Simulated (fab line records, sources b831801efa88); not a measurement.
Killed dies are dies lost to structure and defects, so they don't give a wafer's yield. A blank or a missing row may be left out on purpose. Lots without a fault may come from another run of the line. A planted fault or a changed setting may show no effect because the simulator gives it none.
Split-lot experiment | flow sfq_line | 5 lots, 23 wafers read, on a route of 325 steps

THE SPLIT
At SFQ_TRILAYER_R5_DEP_SPUTTER_133 (material MoNx, target thk 40 nm, time 66.7 s), the setting time_s was moved away from the recipe's 66.7 s on 10 of the 23 wafers read, by -10.7% to +10.7%. The other wafers ran this setting at the recipe's value.

FROM THE SPLIT TO THE READING: what the file shows between them, 2 steps
- SFQ_TRILAYER_R5_DEP_SPUTTER_134: material Ti, target thk 5 nm, time 5 s
- SFQ_R5_RS_MEAS_933: measures by four-point-probe

THE READING
R5_MONX_THK, in nm, at SFQ_R5_THK_MEAS_934 (measures by xrf). Fault-free wafers of this fab line usually give 40.2 nm, standard deviation 0.48 nm.

wafer  | tool, chamber at the split | time_s as run, s | against the recipe | R5_MONX_THK, nm | against lot-mates on the recipe
L075.1 | pvd_sputter-06, -          | 59.58            | -10.7%             | 36.1            | -4.6
L075.2 | pvd_sputter-06, -          | 66.7             | recipe             | 40.6            | -
L075.3 | pvd_sputter-06, -          | 66.7             | recipe             | 40.9            | -
L075.5 | pvd_sputter-06, -          | 59.58            | -10.7%             | 36.1            | -4.6
L075.6 | pvd_sputter-06, -          | 59.58            | -10.7%             | 36.7            | -4.0
L077.1 | pvd_sputter-04, -          | 70.17            | +5.2%              | 42.7            | +2.1
L077.3 | pvd_sputter-04, -          | 66.7             | recipe             | 40.9            | -
L077.4 | pvd_sputter-04, -          | 70.17            | +5.2%              | 42.8            | +2.2
L077.5 | pvd_sputter-04, -          | 66.7             | recipe             | 40.6            | -
L077.6 | pvd_sputter-04, -          | 66.7             | recipe             | 40.4            | -
L078.1 | pvd_sputter-03, -          | 66.7             | recipe             | 40.3            | -
L078.5 | pvd_sputter-03, -          | 66.7             | recipe             | 40.2            | -
L078.6 | pvd_sputter-03, -          | 66.7             | recipe             | 39.9            | -
L079.2 | pvd_sputter-04, -          | 72.33            | +8.4%              | 43.1            | +2.8
L079.3 | pvd_sputter-04, -          | 66.7             | recipe             | 40.3            | -
L079.4 | pvd_sputter-04, -          | 72.33            | +8.4%              | 43.4            | +3.1
L079.5 | pvd_sputter-04, -          | 66.7             | recipe             | 40.3            | -
L079.6 | pvd_sputter-04, -          | 72.33            | +8.4%              | 43.4            | +3.1
L080.1 | pvd_sputter-04, -          | 66.7             | recipe             | 40.4            | -
L080.2 | pvd_sputter-04, -          | 73.84            | +10.7%             | 43.9            | +3.7
L080.3 | pvd_sputter-04, -          | 73.84            | +10.7%             | 44.9            | +4.7
L080.4 | pvd_sputter-04, -          | 66.7             | recipe             | 40.3            | -
L080.5 | pvd_sputter-04, -          | 66.7             | recipe             | 40.0            | -

THE FIT
A straight line over all 23 wafers: R5_MONX_THK changes by +0.376 nm for each +1% of time_s; r = +0.99; the points scatter about the line by 0.34 nm.
The same after taking each lot's own level away (the mean of its wafers on the recipe; 23 wafers): +0.395 nm for each +1%; r = +0.99; scatter 0.27 nm.
On that fit, the largest move of time_s shifts the reading by 4.2 nm.
The lots' own levels span 40.13 to 40.75 nm, that is 1.3 times the standard deviation above.
So the lot-to-lot level changes the slope little: the two slopes agree.
Check: with one of the wafers moved furthest among these (+10.7%) left out of the fit, the line predicts +4.25 nm for it against its lot-mates. It came out at +3.67 nm against them.

OTHER SPLITS ON THESE WAFERS
These wafers also went through other splits before the reading. Each is held against what the fit with the lots' levels taken away leaves over:
other split on the same wafers                   | wafers away from the commonest value | r with R5_MONX_THK (lot level and that fit taken away)
SFQ_TRILAYER_M3_LITHO_PEB_078 peb_temp_c         | 11                                   | -0.03
SFQ_TRILAYER_M3_ETCH_METAL_ETCH_078 icp_w        | 5                                    | -0.19
SFQ_TRILAYER_I3_VIA_LITHO_COAT_085 resist_thk_nm | 7                                    | -0.31
SFQ_TRILAYER_M4_LITHO_COAT_093 resist_thk_nm     | 10                                   | -0.05
SFQ_TRILAYER_I4_VIA_LITHO_COAT_108 spin_rpm      | 11                                   | -0.39
SFQ_TRILAYER_JJ_CE_LITHO_COAT_119 spin_rpm       | 9                                    | +0.13
SFQ_TRILAYER_M5_LITHO_EXPOSE_124 dose_mj         | 8                                    | +0.08
SFQ_TRILAYER_R5_DEP_SPUTTER_132 power_w          | 5                                    | +0.00

THE WHOLE CHAIN: every reading that the file lists as answering this split, in the file's order
step                            | what it does                                 | reading                                                                                     | change (the file's fit)               | r (the file's)
SFQ_TRILAYER_R5_DEP_SPUTTER_133 | material MoNx, target thk 40 nm, time 66.7 s | MoNx_of_TRILAYER_R5_DEP_SPUTTER_133.thk_nm (the simulator's own value, which no gauge read) | +0.396 nm for each +1% of the setting | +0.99
SFQ_R5_RS_MEAS_933              | measures by four-point-probe                 | R5_MONX_RS                                                                                  | -0.0651 for each +1% of the setting   | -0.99
SFQ_R5_THK_MEAS_934             | measures by xrf                              | R5_MONX_THK                                                                                 | +0.393 for each +1% of the setting    | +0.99

THE FILE'S OWN FIT
R5_MONX_THK changes by +0.393 nm for each +1% of time_s, r = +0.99.
